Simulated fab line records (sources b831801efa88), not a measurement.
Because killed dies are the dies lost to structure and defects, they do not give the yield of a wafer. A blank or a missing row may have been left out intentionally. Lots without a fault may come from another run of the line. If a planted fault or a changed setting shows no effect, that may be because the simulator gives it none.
Matching of chambers | flow sky130 | 3 sister chambers for SKY_PASSIVATION_CVD_00 on pecvd-03
The step deposits SiO2, target thk 90 nm. 3 wafers are shown with their chamber, then 7 later ones without.

== WAFERS PAIRED WITH THEIR CHAMBERS ==
wafer  | chamber | heater power w (W)
L158.4 | 2       | 615
L160.2 | 0       | 640
L160.3 | 1       | 860

== WAFERS MISSING THEIR CHAMBER ==
wafer  | heater power w (W)
L160.5 | 628
L161.2 | 694
L161.3 | 837
L161.4 | 704
L165.1 | 798
L165.4 | 680
L165.6 | 631

== EACH ONE'S CHAMBER ==
wafer  | from the rows above     | in truth
L160.5 | can't be placed: 0 or 2 | 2
L161.2 | can't be placed: 0 or 2 | 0
L161.3 | 1                       | 1
L161.4 | can't be placed: 0 or 2 | 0
L165.1 | 1                       | 1
L165.4 | can't be placed: 0 or 2 | 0
L165.6 | can't be placed: 0 or 2 | 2
Correct placement for 2 of the 7. Not placeable from these rows: 5 (in 5, the candidates include the true chamber). 0 placed wrongly.
How it was worked out, from the rows above alone: a wafer's distance from a chamber is the root of the sum, over the readings, of the square of ((its reading less the chamber's mean) divided by the reading's scatter). If the next closest chamber is less than 2 further off than the closest, the wafer can't be placed; otherwise it belongs to the closest. A chamber's mean is the mean of its shown wafers. The scatter: root of mean squared gap, hidden wafer to nearest shown wafer, with one shown wafer a chamber.
